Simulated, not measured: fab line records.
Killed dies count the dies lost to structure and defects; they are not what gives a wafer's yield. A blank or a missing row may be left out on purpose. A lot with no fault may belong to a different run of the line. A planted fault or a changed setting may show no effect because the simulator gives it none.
Struck lot and sound lot, side by side | flow gf180mcu | 46 steps out of a route of 602
Sound: these wafers, L952.2, L952.3, L952.5. Struck: wafers L963.3, L963.4, L963.6. The cause comes at the end.
Order at every step that has rows: each side's tool, ch and its chambers, its first start. Under that, the readings that differ: sound wafers | struck wafers | difference of the means | sigmas: that difference in standard deviations of wafers without a fault.
alike: readings with means less than 2 such deviations apart, plus words and numbers identical on both sides. not compared: withheld readings, readings lacking a value on some wafer, bounds such as >300 that could conceal the same value, and numbers that have no deviation in the record and whose values overlap.
A row with sigmas, a row that says differs or no value, or rows on one side alone: a step with any of these is where the two part. Numbers that have no deviation but don't overlap get no sigmas and don't part them. Lack of a reading on every wafer of one side parts them only where that side has two or more wafers.

first, 5 steps without rows for these wafers: GF_LVPWELL_COAT_02 (resist thk 3000 nm); GF_LVPWELL_SOFTBAKE_03; GF_LVPWELL_EXPOSE_04 (exposes mask LVPWELL, target cd 600 nm); GF_LVPWELL_PEB_05; GF_LVPWELL_DEVELOP_06 (develop time 60 s).
GF_LVPWELL_OVL_MEAS_07:
  sound on overlay-01 at day 4 18:53; struck on overlay-02 at day 7 09:18
  alike: LVPWELL_OVL
then, 2 steps without rows for these wafers: GF_LVPWELL_IMPLANT_08; GF_LVPWELL_IMPLANT_09.
GF_LVPWELL_STRIP_10: strips in O2/N2.
  sound on plasma-asher-02 ch 1, day 4 19:13; struck on plasma-asher-02 ch 0,1, day 7 09:39
  reading            | sound       | struck      | difference | sigmas
  heater-power-w (W) | 284 278 284 | 402 300 390 | +82        | +2
  alike: drypump-motor-current-A, oes-product-au, strip-time-to-endpoint-s
  not compared: rf-hours-counter-h
GF_LVPWELL_TW_MEAS_11:
  sound on film-metro-01 at day 4 19:20; struck on film-metro-03 at day 7 09:44
  alike: LVPWELL_TW
then, 2 steps without rows for these wafers: GF_MVSD_DEHYDRATE_00 (time 60 s); GF_MVSD_HMDS_01 (prime time 60 s).
GF_MVSD_COAT_02: resist thk 3000 nm.
  sound on litho-track-01 ch 0, day 5 02:25; struck on litho-track-03, day 7 17:02
  no value came back on the struck wafers for chill-plate-temp-C (C), dispense-pressure-kPa (kPa), exhaust-pa (Pa); on the sound wafers chill-plate-temp-C (C) reads 23.01 22.98 22.88
then, 4 steps without rows for these wafers: GF_MVSD_SOFTBAKE_03; GF_MVSD_EXPOSE_04 (exposes mask MVSD, target cd 1000 nm); GF_MVSD_PEB_05; GF_MVSD_DEVELOP_06 (develop time 60 s).
GF_MVSD_OVL_MEAS_07:
  sound on overlay-02 at day 5 09:28; struck on overlay-02 at day 8 02:32
  reading       | sound         | struck | difference                    | sigmas
  MVSD_OVL (nm) | -0.2 0.5 -0.7 | - - -  | no value on the struck wafers |
then, 2 steps without rows for these wafers: GF_MVSD_IMPLANT_08; GF_MVSD_IMPLANT_09.
GF_MVSD_STRIP_10: strips in O2/N2.
  sound on plasma-asher-04 ch 0,1, day 5 09:48; struck on plasma-asher-03 ch 0,1, day 8 02:54
  no value came back on the struck wafers for oes-product-au (a.u.), strip-time-to-endpoint-s (s); on the sound wafers oes-product-au (a.u.) reads 0.727 0.725 0.721
  alike: drypump-motor-current-A, heater-power-w
  not compared: rf-hours-counter-h
GF_MVSD_TW_MEAS_11:
  sound on film-metro-04 at day 5 09:55; struck on film-metro-04 at day 8 02:59
  alike: MVSD_TW
then, 7 steps without rows for these wafers: GF_MVPSD_DEHYDRATE_00 (time 60 s); GF_MVPSD_HMDS_01 (prime time 60 s); GF_MVPSD_COAT_02 (resist thk 3000 nm); GF_MVPSD_SOFTBAKE_03; GF_MVPSD_EXPOSE_04 (exposes mask MVPSD, target cd 1000 nm); GF_MVPSD_PEB_05; GF_MVPSD_DEVELOP_06 (develop time 60 s).
GF_MVPSD_OVL_MEAS_07:
  sound on overlay-02 at day 5 23:49; struck on overlay-01 at day 8 19:36
  alike: MVPSD_OVL
then, 2 steps without rows for these wafers: GF_MVPSD_IMPLANT_08; GF_MVPSD_IMPLANT_09.
GF_MVPSD_STRIP_10: strips in O2/N2.
  sound on plasma-asher-04 ch 0,1, day 6 00:08; struck on plasma-asher-03 ch 0,1, day 8 19:58
  alike: drypump-motor-current-A, heater-power-w, oes-product-au, strip-time-to-endpoint-s
  not compared: rf-hours-counter-h
GF_MVPSD_TW_MEAS_11:
  sound on film-metro-04 at day 6 00:15; struck on film-metro-04 at day 8 20:03
  reading  | sound       | struck         | difference | sigmas
  MVPSD_TW | 561 561 562 | 1633 1624 1622 | +1065      | +99 or more
then, 7 steps without rows for these wafers: GF_VT_IMPLANT_DEHYDRATE_00 (time 60 s); GF_VT_IMPLANT_HMDS_01 (prime time 60 s); GF_VT_IMPLANT_COAT_02 (resist thk 1000 nm); GF_VT_IMPLANT_SOFTBAKE_03 (time 60 s); GF_VT_IMPLANT_EXPOSE_04 (exposes mask LVPWELL LV AREA, target cd 600 nm); GF_VT_IMPLANT_PEB_05; GF_VT_IMPLANT_DEVELOP_06 (develop time 60 s).
GF_VT_IMPLANT_OVL_MEAS_07:
  sound on overlay-02 at day 6 16:13; struck on overlay-01 at day 9 13:09
  alike: VT_IMPLANT_OVL
GF_VT_IMPLANT_TW_MEAS_10:
  sound on film-metro-03 at day 6 16:30; struck on film-metro-04 at day 9 13:27
  reading       | sound       | struck         | difference | sigmas
  VT_IMPLANT_TW | 567 567 562 | 1632 1637 1629 | +1067      | +99 or more
GF_VT_IMPLANT_TW_MEAS_21:
  sound on film-metro-02 at day 7 08:37; struck on film-metro-04 at day 10 07:42
  reading         | sound          | struck         | difference | sigmas
  VT_IMPLANT_2_TW | 1221 1220 1220 | 1805 1803 1808 | +585       | +53
GF_VT_IMPLANT_TW_MEAS_32:
  sound on film-metro-02 at day 8 01:13; struck on film-metro-02 at day 11 01:19
  reading         | sound             | struck               | difference | sigmas
  VT_IMPLANT_3_TW | 269.4 270.0 271.1 | 1589.1 1577.2 1589.8 | +1315.2    | +99 or more
GF_VT_IMPLANT_TW_MEAS_43:
  sound on film-metro-04 at day 8 17:53; struck on film-metro-04 at day 11 20:10
  reading         | sound       | struck         | difference | sigmas
  VT_IMPLANT_4_TW | 700 700 701 | 1652 1648 1651 | +950       | +99 or more

WHERE THEY PART
At GF_LVPWELL_STRIP_10 first; at GF_VT_IMPLANT_TW_MEAS_43 last (within this record only).

WHY: what the simulator had put in
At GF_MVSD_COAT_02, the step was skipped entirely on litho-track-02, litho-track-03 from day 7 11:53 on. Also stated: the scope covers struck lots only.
